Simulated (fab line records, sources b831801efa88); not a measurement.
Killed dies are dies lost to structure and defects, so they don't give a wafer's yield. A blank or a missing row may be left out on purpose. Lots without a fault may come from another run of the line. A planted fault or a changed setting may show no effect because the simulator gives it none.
Which tool did it? | flow gf180mcu | 12 lots, 36 wafers sampled, at 1 step of a route of 602

WHAT THE GAUGES READ, wafer by wafer
GF_V2_CD_MEAS_14: target cd 260 nm.
lot  | measured     | on        | cd_nm (nm)
L075 | day 20 16:06 | cd_sem-02 | 259.3 259.2 258.4
L077 | day 21 10:15 | cd_sem-02 | 258.6 257.5 258.1
L079 | day 22 02:28 | cd_sem-01 | 260.5 260.3 260.7
L081 | day 22 20:19 | cd_sem-01 | 258.6 259.5 260.3
L083 | day 23 12:40 | cd_sem-01 | 260.4 260.2 260.7
L085 | day 24 06:54 | cd_sem-01 | 261.3 261.4 261.1
L087 | day 25 08:35 | cd_sem-01 | 260.9 259.9 260.5
L089 | day 25 22:37 | cd_sem-01 | 258.3 260.2 258.5
L091 | day 26 07:40 | cd_sem-02 | 260.9 258.7 259.7
L093 | day 26 23:37 | cd_sem-01 | 259.0 258.8 259.3
L095 | day 27 11:05 | cd_sem-01 | 258.0 258.5 258.1
L097 | day 27 23:26 | cd_sem-01 | 260.3 261.3 261.2

WHICH TOOL RAN EACH LOT (tool, then ch and the chambers of the sampled wafers, then the start)
The record holds no process step before these readings.

THE ANSWER, worked out from the rows above alone
Rule: what is usual is taken from the lots themselves. Put in order of their means at a reading, lots are off if they are a third of the lots or fewer, leave a main group of 4 or more, and stand apart from it by a gap of 3 or more times the standard deviation of the main group's means; of several such gaps the widest counts. A main group whose means are all the same, to the digits that the tables above print for the reading, isn't used. A lot without any number at a reading at which 4 lots or more have one is off too. The other lots that the step has rows for count as sound.
No lot is off at any reading shown: from this, nothing can be told.

WHAT THE SIMULATOR HAD PUT IN
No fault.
